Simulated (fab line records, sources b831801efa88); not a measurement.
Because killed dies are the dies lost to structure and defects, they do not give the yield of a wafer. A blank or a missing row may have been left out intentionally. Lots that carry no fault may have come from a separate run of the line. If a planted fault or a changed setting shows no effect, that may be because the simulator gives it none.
Matching of chambers -- flow sky130 -- SKY_FIELD_ISO_CMP_27 on cmp-02 has 4 sister chambers
The step polishes, stops on Si3N4, t overpolish 16 s, target thk 457.8 nm. 4 wafers are shown with their chamber, then 10 later ones without.

== EACH WAFER AND ITS CHAMBER ==
wafer,chamber,motor-current-A (A)
L796.2,2,14.2
L796.6,3,10.4
L803.6,1,12.4
L805.5,0,12.0

== WAFERS MISSING THEIR CHAMBER ==
wafer,motor-current-A (A)
L805.6,10.4
L807.1,13.7
L807.4,11.9
L807.5,14.3
L810.1,12.2
L810.3,10.5
L810.6,10.7
L811.2,13.9
L811.3,12.4
L811.5,12.7

== CHAMBER TAKEN BY EACH ==
wafer,from the rows above,in truth
L805.6,3,3
L807.1,2,2
L807.4,can't be placed: 0 or 1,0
L807.5,2,2
L810.1,can't be placed: 0 or 1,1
L810.3,3,3
L810.6,3,3
L811.2,2,2
L811.3,can't be placed: 1 or 0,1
L811.5,can't be placed: 1 or 0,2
Correctly placed: 6 of 10. These rows do not allow placing 4 (true chamber among the candidates in 3). Number placed wrongly: 0.
How it was worked out, from the rows above alone: a wafer's distance from a chamber is the root of the sum, over the readings, of the square of ((its reading less the chamber's mean) divided by the reading's scatter). If the next closest chamber is less than 2 further off than the closest, the wafer can't be placed; otherwise it belongs to the closest. A chamber's mean is the mean of its shown wafers. The scatter (one wafer shown for each chamber): square how far every hidden wafer sits from the nearest shown wafer, average those squares and take the square root.
